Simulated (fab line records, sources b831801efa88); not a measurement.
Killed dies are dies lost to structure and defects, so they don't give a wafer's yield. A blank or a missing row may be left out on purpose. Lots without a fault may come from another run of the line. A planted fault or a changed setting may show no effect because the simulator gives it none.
Chamber matching | flow sfq_line | SFQ_TRILAYER_I0_DEP_PECVD_027 on pecvd-02: 3 sister chambers
The step deposits SiO2 from SiH4/N2O, time 111.11 s, target thk 500 nm. 6 wafers are shown with their chamber, then 9 later ones without.

WAFERS WITH THEIR CHAMBER
wafer  | chamber | throttle_valve_pct (%) | heater_power_w (W)
L971.6 | 0       | 26.0                   | 90
L974.3 | 1       | 24.7                   | 86
L974.6 | 0       | 26.7                   | 96
L975.3 | 2       | 25.1                   | 94
L975.4 | 1       | 25.1                   | 86
L975.5 | 2       | 25.3                   | 99

WAFERS WITHOUT THEIR CHAMBER
wafer  | throttle_valve_pct (%) | heater_power_w (W)
L976.1 | 26.7                   | 84
L976.3 | 25.1                   | 80
L976.6 | 26.5                   | 88
L977.1 | 24.9                   | 88
L977.4 | 25.1                   | 92
L977.6 | 26.7                   | 86
L982.1 | 26.7                   | 98
L982.3 | 25.7                   | 95
L982.4 | 25.3                   | 84

WHICH CHAMBER EACH WENT THROUGH
wafer  | from the rows above     | in truth
L976.1 | 0                       | 0
L976.3 | 1                       | 1
L976.6 | 0                       | 0
L977.1 | 1                       | 1
L977.4 | can't be placed: 2 or 1 | 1
L977.6 | 0                       | 0
L982.1 | 0                       | 0
L982.3 | can't be placed: 2 or 0 | 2
L982.4 | 1                       | 1
Placed correctly: 7 of 9. Can't be placed from these rows: 2 (the true chamber is among the candidates in 2). Placed wrongly: 0.
How it was worked out, from the rows above alone: a wafer's distance from a chamber is the root of the sum, over the readings, of the square of ((its reading less the chamber's mean) divided by the reading's scatter). The wafer belongs to the nearest chamber; if the next one is less than 2 further off, it can't be placed. A chamber's mean is the mean of its shown wafers. The scatter: the root of (the sum of the squares of (reading less its chamber's mean) over the shown wafers, divided by (wafers less chambers)).
